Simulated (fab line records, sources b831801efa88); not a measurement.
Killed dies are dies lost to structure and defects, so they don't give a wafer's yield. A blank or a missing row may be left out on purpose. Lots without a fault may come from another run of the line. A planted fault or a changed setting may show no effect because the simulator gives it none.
One fault seen from 2 desks | flow sky130 | each desk has only its own numbers; what lay behind them comes last

THE METROLOGY DESK
What the gauges read, lot by lot, whatever tool the lot ran on: means of the sampled wafers that have a number. A lot is out of limits, marked OUT, if its mean lies more than 4 standard deviations from the usual mean; the brackets give that distance.
Columns: A = VIA3_W_RS at SKY_VIA3_RS_MEAS_22, usual 0.296 ohm/sq; B = VIA3_W_THK at SKY_VIA3_THK_MEAS_23, usual 392 nm; C = CAP2M_CVD_00_THK at SKY_CAP2M_THK_MEAS_01, usual 15.46 nm; D = CAP2M_TIN_RS at SKY_CAP2M_RS_MEAS_03, usual 6.91 ohm/sq; E = CAP2M_TIN_THK at SKY_CAP2M_THK_MEAS_04, usual 196.1 nm; F = CAP2M_OVL at SKY_CAP2M_OVL_MEAS_12, usual -0.6 nm; G = cd_nm at SKY_METAL4_CD_MEAS_13, usual 300.0 nm
lot  | first seen here | A     | B   | C     | D    | E     | F    | G
L376 | day 40 08:37    | 0.302 | 387 | 15.63 | 6.96 | 194.3 | -0.2 | 299.4
L379 | day 40 14:21    | 0.297 | 392 | 15.61 | 6.83 | 197.4 | 1.2  | 298.1
L386 | day 43 06:38    | 0.299 | 388 | 15.40 | 7.01 | 193.3 | -0.7 | 300.3
L387 | day 43 10:37    | 0.296 | 394 | 15.23 | 6.86 | 196.5 | -0.9 | 298.4
L391 | day 44 08:45    | 0.297 | 391 | 15.33 | 6.85 | 196.7 | -1.9 | 301.3
L392 | day 44 12:18    | 0.295 | 393 | 15.49 | 6.84 | 199.5 | 0.0  | 301.1
This desk's finding: nothing out of limits on any of the 6 lots.

THE TOOL OWNER'S DESK: pvd_sputter-04
The tool's own readings at SKY_METAL4_SPUTTER_02 (material AlCu, target thk 735 nm, time 39.1 s): means of the sampled wafers that have a number, for each lot that ran on this tool. A lot is out of limits, marked OUT, if its mean lies more than 4 standard deviations from the usual mean; the brackets give that distance.
Columns: A = throttle_valve_pct at SKY_METAL4_SPUTTER_02, usual 30.7 %
lot  | first seen here | A
L387 | day 43 11:08    | 31.5
L391 | day 44 09:17    | 31.5
L392 | day 44 12:51    | 30.8
This desk's finding: nothing out of limits on any of the 3 lots.

PUT TOGETHER
The metrology desk saw nothing out of limits.
The tool owner's desk saw nothing out of limits.

WHAT THE SIMULATOR HAD PUT IN
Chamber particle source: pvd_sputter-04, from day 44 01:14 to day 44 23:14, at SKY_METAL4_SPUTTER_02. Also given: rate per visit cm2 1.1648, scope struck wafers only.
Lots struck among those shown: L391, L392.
